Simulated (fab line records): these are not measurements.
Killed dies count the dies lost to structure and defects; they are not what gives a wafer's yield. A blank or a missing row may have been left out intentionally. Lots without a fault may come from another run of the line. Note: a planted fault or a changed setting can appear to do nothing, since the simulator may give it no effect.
Which of the tools did it? / flow sky130 / 13 lots, 39 wafers sampled, at 4 steps of a route of 708

WHAT EACH GAUGE READ, for each wafer
SKY_VT_ADJUST_HVTP_OVL_MEAS_08. Usual: VT_ADJUST_HVTP_OVL gives 0.3 nm (standard deviation 1.4).
lot=L363; measured=day 6 08:58; on=overlay-02; VT_ADJUST_HVTP_OVL (nm)=2.0 -0.3 1.9; flag=
lot=L364; measured=day 6 14:07; on=overlay-02; VT_ADJUST_HVTP_OVL (nm)=1.8 3.0 2.5; flag=
lot=L367; measured=day 7 10:45; on=overlay-02; VT_ADJUST_HVTP_OVL (nm)=2.1 2.6 1.7; flag=
lot=L368; measured=day 7 15:46; on=overlay-01; VT_ADJUST_HVTP_OVL (nm)=-0.2 -0.7 -1.1; flag=
lot=L370; measured=day 8 03:47; on=overlay-02; VT_ADJUST_HVTP_OVL (nm)=1.2 0.7 -0.3; flag=
lot=L372; measured=day 8 14:13; on=overlay-02; VT_ADJUST_HVTP_OVL (nm)=-1.3 -2.8 -1.1; flag=
lot=L374; measured=day 9 06:04; on=overlay-01; VT_ADJUST_HVTP_OVL (nm)=-0.9 -1.5 -1.4; flag=
lot=L375; measured=day 9 11:30; on=overlay-01; VT_ADJUST_HVTP_OVL (nm)=-0.6 -1.0 -0.5; flag=
lot=L380; measured=day 10 17:54; on=overlay-01; VT_ADJUST_HVTP_OVL (nm)=0.9 -2.0 0.7; flag=
lot=L381; measured=day 11 07:27; on=overlay-02; VT_ADJUST_HVTP_OVL (nm)=-1.9 0.5 1.3; flag=
lot=L383; measured=day 11 14:43; on=overlay-02; VT_ADJUST_HVTP_OVL (nm)=2.1 1.7 1.1; flag=
lot=L384; measured=day 11 22:04; on=overlay-01; VT_ADJUST_HVTP_OVL (nm)=2.1 0.3 0.7; flag=
lot=L385; measured=day 12 03:28; on=overlay-01; VT_ADJUST_HVTP_OVL (nm)=2.0 -0.7 0.8; flag=

SKY_LDD_LDN_TW_MEAS_13. Usual: LDD_LDN_TW gives 1481 (standard deviation 8.3).
lot=L363; measured=day 23 07:13; on=film_metro-04; LDD_LDN_TW=1479 1482 1476; flag=
lot=L364; measured=day 23 13:16; on=film_metro-02; LDD_LDN_TW=1483 1489 1488; flag=
lot=L367; measured=day 24 14:40; on=film_metro-02; LDD_LDN_TW=1487 1482 1476; flag=
lot=L368; measured=day 25 03:19; on=film_metro-04; LDD_LDN_TW=1484 1478 1481; flag=
lot=L370; measured=day 26 04:22; on=film_metro-03; LDD_LDN_TW=1486 1482 1484; flag=
lot=L372; measured=day 26 16:51; on=film_metro-03; LDD_LDN_TW=1488 1480 1491; flag=
lot=L374; measured=day 27 04:02; on=film_metro-03; LDD_LDN_TW=1473 1459 1470; flag=
lot=L375; measured=day 27 11:16; on=film_metro-03; LDD_LDN_TW=1472 1469 1474; flag=
lot=L380; measured=day 29 01:42; on=film_metro-03; LDD_LDN_TW=1485 1479 1481; flag=
lot=L381; measured=day 29 18:22; on=film_metro-02; LDD_LDN_TW=1492 1498 1489; flag=
lot=L383; measured=day 30 01:50; on=film_metro-02; LDD_LDN_TW=1496 1491 1489; flag=
lot=L384; measured=day 30 10:26; on=film_metro-04; LDD_LDN_TW=1475 1470 1472; flag=
lot=L385; measured=day 30 13:39; on=film_metro-04; LDD_LDN_TW=1478 1477 1482; flag=

EACH LOT AND THE TOOL THAT RAN IT (in order: tool; ch and the chambers of the sampled wafers; start)
lot=L363; SKY_NWELL_RTA_28=rtp_anneal-01 ch 0, day 5 14:53; SKY_LDD_N_IMPLANT_10=implanter-03 ch 0, day 18 01:48
lot=L364; SKY_NWELL_RTA_28=rtp_anneal-02 ch 0, day 5 19:58; SKY_LDD_N_IMPLANT_10=implanter-02 ch 0, day 18 09:20
lot=L367; SKY_NWELL_RTA_28=rtp_anneal-02 ch 0, day 6 15:49; SKY_LDD_N_IMPLANT_10=implanter-02 ch 0, day 19 11:34
lot=L368; SKY_NWELL_RTA_28=rtp_anneal-02 ch 0, day 6 19:33; SKY_LDD_N_IMPLANT_10=implanter-03 ch 0, day 20 00:00
lot=L370; SKY_NWELL_RTA_28=rtp_anneal-01 ch 0, day 7 07:22; SKY_LDD_N_IMPLANT_10=implanter-03 ch 0, day 21 01:52
lot=L372; SKY_NWELL_RTA_28=rtp_anneal-02 ch 0, day 7 17:36; SKY_LDD_N_IMPLANT_10=implanter-03 ch 0, day 21 16:22
lot=L374; SKY_NWELL_RTA_28=rtp_anneal-01 ch 0, day 8 08:50; SKY_LDD_N_IMPLANT_10=implanter-01 ch 0, day 22 04:22
lot=L375; SKY_NWELL_RTA_28=rtp_anneal-02 ch 0, day 8 13:44; SKY_LDD_N_IMPLANT_10=implanter-03 ch 0, day 22 12:49
lot=L380; SKY_NWELL_RTA_28=rtp_anneal-01 ch 0, day 9 20:40; SKY_LDD_N_IMPLANT_10=implanter-03 ch 0, day 24 03:44
lot=L381; SKY_NWELL_RTA_28=rtp_anneal-01 ch 0, day 10 08:59; SKY_LDD_N_IMPLANT_10=implanter-03 ch 0, day 24 22:07
lot=L383; SKY_NWELL_RTA_28=rtp_anneal-02 ch 0, day 10 15:28; SKY_LDD_N_IMPLANT_10=implanter-03 ch 0, day 25 05:54
lot=L384; SKY_NWELL_RTA_28=rtp_anneal-02 ch 0, day 10 23:28; SKY_LDD_N_IMPLANT_10=implanter-02 ch 0, day 25 15:02
lot=L385; SKY_NWELL_RTA_28=rtp_anneal-01 ch 0, day 11 04:08; SKY_LDD_N_IMPLANT_10=implanter-02 ch 0, day 25 19:41
- SKY_NWELL_RTA_28: time 30 s.
- SKY_LDD_N_IMPLANT_10

WHAT THE TOOLS THEMSELVES READ (means of the sampled wafers that have a number; where no wafer has one, the mark that the record gives instead)
SKY_NWELL_RTA_28. Usual: chamber_o2_ppm 1.999, standard deviation 0.022; lamp_power_pct 25.31 %, standard deviation 0.051; ramp_up_c_per_s 150.00, standard deviation 0.025; wafer_temp_C_max 1054.9, standard deviation 1.
lot=L363; tool=rtp_anneal-01; chamber_o2_ppm=1.977; lamp_power_pct (%)=25.31; ramp_up_c_per_s=150.00; wafer_temp_C_max=1055.2; flag=
lot=L364; tool=rtp_anneal-02; chamber_o2_ppm=2.013; lamp_power_pct (%)=25.33; ramp_up_c_per_s=150.01; wafer_temp_C_max=1054.3; flag=
lot=L367; tool=rtp_anneal-02; chamber_o2_ppm=1.997; lamp_power_pct (%)=25.34; ramp_up_c_per_s=150.00; wafer_temp_C_max=1054.5; flag=
lot=L368; tool=rtp_anneal-02; chamber_o2_ppm=2.012; lamp_power_pct (%)=25.31; ramp_up_c_per_s=150.01; wafer_temp_C_max=1054.7; flag=
lot=L370; tool=rtp_anneal-01; chamber_o2_ppm=1.972; lamp_power_pct (%)=25.33; ramp_up_c_per_s=149.99; wafer_temp_C_max=1055.2; flag=
lot=L372; tool=rtp_anneal-02; chamber_o2_ppm=1.976; lamp_power_pct (%)=25.32; ramp_up_c_per_s=149.98; wafer_temp_C_max=1054.5; flag=
lot=L374; tool=rtp_anneal-01; chamber_o2_ppm=1.993; lamp_power_pct (%)=25.31; ramp_up_c_per_s=149.98; wafer_temp_C_max=1054.7; flag=
lot=L375; tool=rtp_anneal-02; chamber_o2_ppm=1.993; lamp_power_pct (%)=25.31; ramp_up_c_per_s=150.00; wafer_temp_C_max=1054.4; flag=
lot=L380; tool=rtp_anneal-01; chamber_o2_ppm=1.995; lamp_power_pct (%)=25.25; ramp_up_c_per_s=150.01; wafer_temp_C_max=1055.1; flag=
lot=L381; tool=rtp_anneal-01; chamber_o2_ppm=1.968; lamp_power_pct (%)=25.31; ramp_up_c_per_s=150.00; wafer_temp_C_max=1054.5; flag=
lot=L383; tool=rtp_anneal-02; chamber_o2_ppm=2.004; lamp_power_pct (%)=25.30; ramp_up_c_per_s=150.00; wafer_temp_C_max=1054.9; flag=
lot=L384; tool=rtp_anneal-02; chamber_o2_ppm=1.999; lamp_power_pct (%)=25.34; ramp_up_c_per_s=150.01; wafer_temp_C_max=1055.2; flag=
lot=L385; tool=rtp_anneal-01; chamber_o2_ppm=1.984; lamp_power_pct (%)=25.27; ramp_up_c_per_s=149.99; wafer_temp_C_max=1054.8; flag=

SKY_LDD_N_IMPLANT_10. Usual: beam_energy_keV 20.000, standard deviation 0.0061; rotation_deg 203.00 degrees, standard deviation 0.047.
lot=L363; tool=implanter-03; beam_energy_keV=20.006; rotation_deg (degrees)=202.96; flag=
lot=L364; tool=implanter-02; beam_energy_keV=19.998; rotation_deg (degrees)=203.03; flag=
lot=L367; tool=implanter-02; beam_energy_keV=20.004; rotation_deg (degrees)=202.98; flag=
lot=L368; tool=implanter-03; beam_energy_keV=20.005; rotation_deg (degrees)=202.98; flag=
lot=L370; tool=implanter-03; beam_energy_keV=20.000; rotation_deg (degrees)=203.03; flag=
lot=L372; tool=implanter-03; beam_energy_keV=20.000; rotation_deg (degrees)=203.02; flag=
lot=L374; tool=implanter-01; beam_energy_keV=20.001; rotation_deg (degrees)=203.01; flag=
lot=L375; tool=implanter-03; beam_energy_keV=19.990; rotation_deg (degrees)=203.00; flag=
lot=L380; tool=implanter-03; beam_energy_keV=18.223; rotation_deg (degrees)=203.01; flag=OFF
lot=L381; tool=implanter-03; beam_energy_keV=18.225; rotation_deg (degrees)=202.98; flag=OFF
lot=L383; tool=implanter-03; beam_energy_keV=18.229; rotation_deg (degrees)=203.02; flag=OFF
lot=L384; tool=implanter-02; beam_energy_keV=19.993; rotation_deg (degrees)=202.95; flag=
lot=L385; tool=implanter-02; beam_energy_keV=19.999; rotation_deg (degrees)=202.97; flag=

THE ANSWER, worked out from the rows above alone
Rule: take the mean of a lot's wafers that have a number; if it is more than 3 standard deviations from the usual mean, the lot is off. A lot without any number at a reading at which 4 lots or more have one is off too. Where the step has rows for the other lots, those lots are counted as sound. The gauges are gone through in route order, then the tools' own readings, and for those a lot's mean is taken as printed above. At the first step where some lot is off, the reading lying furthest off is the one used; lots without a number count as furthest.
Off: L380, L381, L383, at SKY_LDD_N_IMPLANT_10 (beam_energy_keV).
If a tool, at that step or one of the process steps before it, ran each lot that is off and ran no sound lot following the first of them, it fits. One candidate fits, namely implanter-03 at SKY_LDD_N_IMPLANT_10. Its last sound lot is L375 (day 22 12:49), its first lot that is off L380 (day 24 03:44): a fault that began between those two fits.
The tool's own readings at SKY_LDD_N_IMPLANT_10 bear it out: on the lots that are off they differ by more than 5 times the standard deviation of the sound lots' means. beam_energy_keV reads 18.226 there against 20.000 on the sound lots.

WHAT HAD BEEN PUT IN BY THE SIMULATOR
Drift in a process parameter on implanter-03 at SKY_LDD_N_IMPLANT_10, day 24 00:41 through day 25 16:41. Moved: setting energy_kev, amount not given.
Lots struck among those shown: L380, L381, L383. Same finding as the rule above.
